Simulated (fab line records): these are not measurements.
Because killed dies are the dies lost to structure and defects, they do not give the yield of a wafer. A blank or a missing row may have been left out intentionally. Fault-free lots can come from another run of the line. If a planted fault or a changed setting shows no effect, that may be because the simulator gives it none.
Chamber matching -- flow gf180mcu -- GF_STI_CMP_25 on cmp-02: 4 sister chambers
The step polishes, stops on Si3N4, t overpolish 33 s, target thk 524.6 nm. 4 wafers are shown with their chamber, then 7 later ones without.

## WAFERS, EACH WITH ITS CHAMBER
wafer,chamber,motorCurrentA (A)
L782.3,1,13.2
L782.4,2,11.4
L791.1,0,11.9
L791.4,3,15.0

## WAFERS WITH NO CHAMBER GIVEN
wafer,motorCurrentA (A)
L791.5,13.3
L794.1,11.7
L794.3,14.8
L794.6,14.7
L798.3,14.9
L798.4,13.8
L798.6,11.5

## WHICH CHAMBER EACH ONE RAN IN
wafer,from the rows above,in truth
L791.5,1,1
L794.1,can't be placed: 0 or 2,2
L794.3,3,3
L794.6,3,3
L798.3,3,3
L798.4,1,1
L798.6,can't be placed: 2 or 0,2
Correct placement for 5 of the 7. Cannot be placed on the basis of these rows: 2; the candidates contain the true chamber in 2. 0 placed wrongly.
How it was worked out, from the rows above alone: a wafer's distance from a chamber is the root of the sum, over the readings, of the square of ((its reading less the chamber's mean) divided by the reading's scatter). If the next closest chamber is less than 2 further off than the closest, the wafer can't be placed; otherwise it belongs to the closest. Each chamber's mean is taken over the wafers shown for it. The scatter (one wafer shown for each chamber): square how far every hidden wafer sits from the nearest shown wafer, average those squares and take the square root.
